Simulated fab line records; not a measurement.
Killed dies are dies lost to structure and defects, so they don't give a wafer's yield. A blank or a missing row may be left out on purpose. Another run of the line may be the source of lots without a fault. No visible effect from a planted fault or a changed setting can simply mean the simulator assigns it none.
Matching of chambers    flow sfq_line    cmp-02 running SFQ_TRILAYER_I1_CMP_CMP_046: 4 sister chambers
The step polishes SiO2. 16 wafers are shown with their chamber, then 8 later ones without.

## EACH WAFER AND ITS CHAMBER
wafer   chamber  motor_current_A (A)  time_to_endpoint_s (s)  platen_rpm (rpm)
L812.1  0        10.2                 199                     60.02
L812.5  2        10.2                 214                     60.02
L812.6  1        8.4                  224                     60.04
L814.3  2        10.4                 210                     59.95
L814.4  3        10.1                 209                     60.05
L814.6  1        8.3                  216                     59.95
L820.2  3        9.2                  213                     60.03
L820.4  1        8.1                  230                     59.95
L820.5  3        9.6                  208                     60.00
L821.3  0        10.0                 198                     60.01
L821.4  3        10.3                 213                     60.06
L821.6  2        10.9                 216                     60.04
L823.1  0        10.3                 198                     60.03
L823.2  3        10.1                 211                     60.04
L823.5  3        10.0                 219                     59.97
L825.4  2        10.6                 218                     60.00

SIGNATURES, as means of the wafers listed above
reading             chamber 0  chamber 1  chamber 2  chamber 3  scatter within a chamber
motor_current_A     10.167     8.267      10.525     9.883      0.315
time_to_endpoint_s  198.33     223.33     214.50     212.17     4.19
platen_rpm          60.0200    59.9800    60.0025    60.0250    0.0363
Rule: for a wafer and a chamber, the distance is found by dividing, reading by reading, the gap between the wafer's reading and the chamber's mean by the reading's scatter, squaring, summing and taking the root. The wafer belongs to the nearest chamber; if the next one is less than 2 further off, it can't be placed. How the scatter is found: for the shown wafers, subtract from each reading the mean of its chamber, square and add these, divide the total by (wafers less chambers), then take the root.

## WAFERS WITHOUT THEIR CHAMBER
wafer   motor_current_A (A)  time_to_endpoint_s (s)  platen_rpm (rpm)
L825.2  10.1                 214                     59.99
L825.6  8.3                  226                     60.01
L829.2  10.3                 212                     60.01
L829.5  10.2                 226                     59.98
L829.6  10.6                 218                     60.00
L832.1  10.6                 215                     60.07
L832.5  10.3                 209                     60.00
L832.6  8.2                  222                     59.96

## WHICH CHAMBER EACH ONE RAN IN
wafer   from the rows above           in truth
L825.2  can't be placed: 3 or 2       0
L825.6  1                             1
L829.2  can't be placed: 2 or 3       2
L829.5  can't be placed: 2 or 3       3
L829.6  can't be placed: 2 or 3       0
L832.1  can't be placed: 2 or 3       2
L832.5  can't be placed: 2 or 3 or 0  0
L832.6  1                             1
Placed correctly: 2 of 8. Unplaceable from these rows: 6, with the true chamber sitting among the candidates in 4. Number placed wrongly: 0.
